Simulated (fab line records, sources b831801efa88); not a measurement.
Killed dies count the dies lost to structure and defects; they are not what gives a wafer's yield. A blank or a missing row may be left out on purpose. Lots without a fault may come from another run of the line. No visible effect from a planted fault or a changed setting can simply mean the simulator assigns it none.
Chamber matching ; flow sky130 ; 4 sister chambers for SKY_METAL3_ETCH_17 on rie_diel-02
The step etches SiO2 in C4F8/O2/Ar, stops on TiN, time 3.9 s, target depth 15 nm. 8 wafers are shown with their chamber, then 8 later ones without.

WAFERS, EACH WITH ITS CHAMBER
wafer;chamber;rf_fwd_power_W (W);oes_product_au (a.u.)
L083.2;1;1472;0.751
L083.3;3;1464;0.757
L084.2;3;1478;0.750
L084.4;2;1465;0.754
L084.5;2;1463;0.769
L086.3;1;1459;0.758
L086.6;0;1471;0.764
L093.1;0;1470;0.750

WAFERS WITH NO CHAMBER GIVEN
wafer;rf_fwd_power_W (W);oes_product_au (a.u.)
L093.2;1469;0.749
L093.5;1471;0.759
L094.3;1462;0.744
L094.4;1476;0.757
L094.5;1475;0.751
L097.2;1464;0.761
L097.3;1467;0.756
L097.5;1469;0.764

CHAMBER TAKEN BY EACH
wafer;from the rows above;in truth
L093.2;can't be placed: 3 or 1 or 0 or 2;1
L093.5;can't be placed: 0 or 3 or 1 or 2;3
L094.3;can't be placed: 1 or 3 or 0 or 2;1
L094.4;can't be placed: 0 or 3 or 1 or 2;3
L094.5;can't be placed: 3 or 0 or 1 or 2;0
L097.2;can't be placed: 2 or 1 or 0 or 3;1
L097.3;can't be placed: 1 or 0 or 3 or 2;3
L097.5;can't be placed: 2 or 0 or 1 or 3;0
Correct placement for 0 of the 8. Cannot be placed on the basis of these rows: 8; the candidates contain the true chamber in 8. Placed wrongly: 0.
How it was worked out, from the rows above alone: a wafer's distance from a chamber is the root of the sum, over the readings, of the square of ((its reading less the chamber's mean) divided by the reading's scatter). If the next closest chamber is less than 2 further off than the closest, the wafer can't be placed; otherwise it belongs to the closest. The mean given for a chamber averages the wafers shown for that chamber. The scatter: take each reading less its chamber's mean, square it, sum over the shown wafers, divide by the number of wafers less the number of chambers, and take the root.
